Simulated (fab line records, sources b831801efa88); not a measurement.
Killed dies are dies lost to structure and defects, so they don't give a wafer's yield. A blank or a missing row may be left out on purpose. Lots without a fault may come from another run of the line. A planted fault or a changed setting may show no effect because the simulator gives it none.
A struck lot beside a sound one | flow gf180mcu | 14 steps out of a route of 602
Sound: wafers L547.2, L547.3, L547.4. Struck: wafers L539.1, L539.3, L539.5. The cause comes at the end.
At each step with rows: each side's tool, then ch and its chambers, then its first start. Under that, the readings that differ: sound wafers | struck wafers | difference of the means | sigmas: that difference in standard deviations of wafers without a fault.
alike: readings whose means differ by less than 2 such deviations, and words and numbers that are the same on both sides. not compared: withheld readings, readings that some wafer has no value for, bounds like >300 that may hide the same value, and numbers for which the record gives no deviation and whose values overlap.
The two part at a step that has a row with sigmas, a row that says differs or no value, or rows on one side only. Numbers that don't overlap but have no deviation are shown without sigmas and don't part them. A reading that every wafer of one side lacks parts them only if that side has two wafers or more.

first, 2 steps without rows for these wafers: GF_VT_IMPLANT_PEB_05; GF_VT_IMPLANT_DEVELOP_06 (develop time 60 s).
GF_VT_IMPLANT_OVL_MEAS_07:
  sound on overlay-01, day 11 11:08; struck on overlay-01, day 9 13:57
  alike: VT_IMPLANT_OVL
then, 1 step without rows for these wafers: GF_VT_IMPLANT_IMPLANT_08.
GF_VT_IMPLANT_STRIP_09: strips in O2/N2.
  sound on plasma_asher-03 ch 0,1, day 11 11:19; struck on plasma_asher-02 ch 0,1, day 9 14:08
  alike: drypump_motor_current_A, heater_power_w, o2_flow_sccm, oes_product_au, strip_time_to_endpoint_s
  not compared: rf_hours_counter_h
GF_VT_IMPLANT_TW_MEAS_10:
  sound on film_metro-01, day 11 11:26; struck on film_metro-01, day 9 14:14
  alike: VT_IMPLANT_TW
then, 6 steps without rows for these wafers: GF_VT_IMPLANT_DEHYDRATE_11 (time 60 s); GF_VT_IMPLANT_HMDS_12 (prime time 60 s); GF_VT_IMPLANT_COAT_13 (resist thk 1000 nm); GF_VT_IMPLANT_SOFTBAKE_14 (time 60 s); GF_VT_IMPLANT_EXPOSE_15 (exposes mask Nwell LV AREA, target cd 860 nm); GF_VT_IMPLANT_PEB_16.
GF_VT_IMPLANT_DEVELOP_17: develop time 60 s.
  sound on litho_track-03 ch 0, day 12 07:20; struck on litho_track-03, day 10 07:58
  no value came back on the struck wafers for chill_plate_temp_C (C), develop_time_s (s), exhaust_pa (Pa); on the sound wafers chill_plate_temp_C (C) reads 22.97 23.14 22.76
GF_VT_IMPLANT_OVL_MEAS_18:
  sound on overlay-01, day 12 07:28; struck on overlay-02, day 10 08:07
  reading                | sound       | struck | difference                    | sigmas
  VT_IMPLANT_01_OVL (nm) | 1.6 1.6 1.4 | - - -  | no value on the struck wafers |

WHERE THEY PART
First at GF_VT_IMPLANT_DEVELOP_17; last, within this record, at GF_VT_IMPLANT_OVL_MEAS_18.

WHY: what the simulator had put in
Skipped step whole: litho_track-03, from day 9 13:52 on, at GF_VT_IMPLANT_DEVELOP_17. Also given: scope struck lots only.
